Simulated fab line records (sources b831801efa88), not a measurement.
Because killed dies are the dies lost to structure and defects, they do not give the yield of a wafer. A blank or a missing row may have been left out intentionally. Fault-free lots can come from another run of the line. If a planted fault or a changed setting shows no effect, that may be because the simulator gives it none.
A lot that was struck, set against a sound lot	flow sky130	15 out of 708 route steps
Sound: these wafers, L834.3, L834.5, L834.6. Struck: wafers L846.3, L846.4, L846.5. Last of all comes the cause.
Order at every step that has rows: each side's tool, ch and its chambers, its first start. Under that, the readings that differ: sound wafers	struck wafers	difference of the means	sigmas: that difference in standard deviations of wafers without a fault.
alike: readings with means less than 2 such deviations apart, plus words and numbers identical on both sides. not compared: withheld readings, readings lacking a value on some wafer, bounds such as >300 that could conceal the same value, and numbers that have no deviation in the record and whose values overlap.
A row with sigmas, a row that says differs or no value, or rows on one side alone: a step with any of these is where the two part. Non-overlapping numbers with no deviation appear without sigmas and do not part them. A reading that every wafer of one side lacks parts them only if that side has two wafers or more.

first, 2 steps without rows for these wafers: SKY_LOCAL_INTERCONNECT_CLEAN_17 (cleans in IPA, time 180 s); SKY_LOCAL_INTERCONNECT_CLEAN_18 (cleans in O3/DIW).
SKY_CONTACT_CVD_00: deposits Si3N4, target thk 75 nm.
  sound on pecvd-02 ch 0,1,2, day 32 13:13; struck on pecvd-01 ch 0,1,2, day 35 23:56
  alike: heater_power_w
SKY_CONTACT_THK_MEAS_01:
  sound: film_metro-03 at day 32 13:16; struck: film_metro-03 at day 35 23:59
  alike: CONTACT_CVD_00_THK
then, 1 step without rows for these wafers: SKY_CONTACT_HDPCVD_02 (deposits SiO2, target thk 565 nm, time 94.2 s).
SKY_CONTACT_THK_MEAS_03:
  sound: film_metro-02 at day 32 13:23; struck: film_metro-04 at day 36 00:07
  alike: CONTACT_HDPCVD_THK
SKY_CONTACT_CMP_04: polishes SiO2.
  sound on cmp-02 ch 1,2,3, day 32 13:35; struck on cmp-02 ch 0,1,2, day 36 00:13
  alike: motor_current_A, retaining_ring_pressure_frac, time_to_endpoint_s
SKY_CONTACT_BOW_MEAS_05:
  sound: film_metro-03 at day 32 13:46; struck: film_metro-02 at day 36 00:30
  alike: CONTACT_BOW
then, 4 steps without rows for these wafers: SKY_CONTACT_DEHYDRATE_06 (time 60 s); SKY_CONTACT_HMDS_07 (prime time 60 s); SKY_CONTACT_COAT_08 (resist thk 60 nm); SKY_CONTACT_COAT_09 (resist thk 450 nm).
SKY_CONTACT_SOFTBAKE_10: time 90 s.
  sound on litho_track-04 ch 0, day 33 03:00; struck on litho_track-03 ch 0, day 36 13:00
reading	sound	struck	difference	sigmas
heater_power_total_W (W)	57.29 57.21 57.48	59.64 59.40 59.50	+2.19	+18
plate_temp_C (C)	99.96 99.79 100.05	102.61 102.68 102.47	+2.65	+19
then, 1 step without rows for these wafers: SKY_CONTACT_EXPOSE_11 (exposes mask CTM1, target cd 170 nm).
-- the record jumps here: 13 days lie between the struck wafers' starts before and after (it left off in module CONTACT and takes up again in module PAD_OPEN, whose first step shown is number 708 of the route) --
SKY_PAD_OPEN_PROBE_99:
  sound: prober-02 at day 47 13:40; struck: prober-02 at day 49 19:47
  alike: killed_at_M0_to_M3, killed_at_M4_up, killed_at_contacts, killed_at_front_end, killed_at_other, killed_dies, killed_open, killed_short

== WHERE THEY PART ==
SKY_CONTACT_SOFTBAKE_10 only, going by this record. Later steps at which nothing parts them and some readings are alike: SKY_PAD_OPEN_PROBE_99.

WHY: what had been put in by the simulator
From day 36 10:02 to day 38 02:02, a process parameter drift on litho_track-03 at SKY_CONTACT_SOFTBAKE_10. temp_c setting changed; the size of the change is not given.
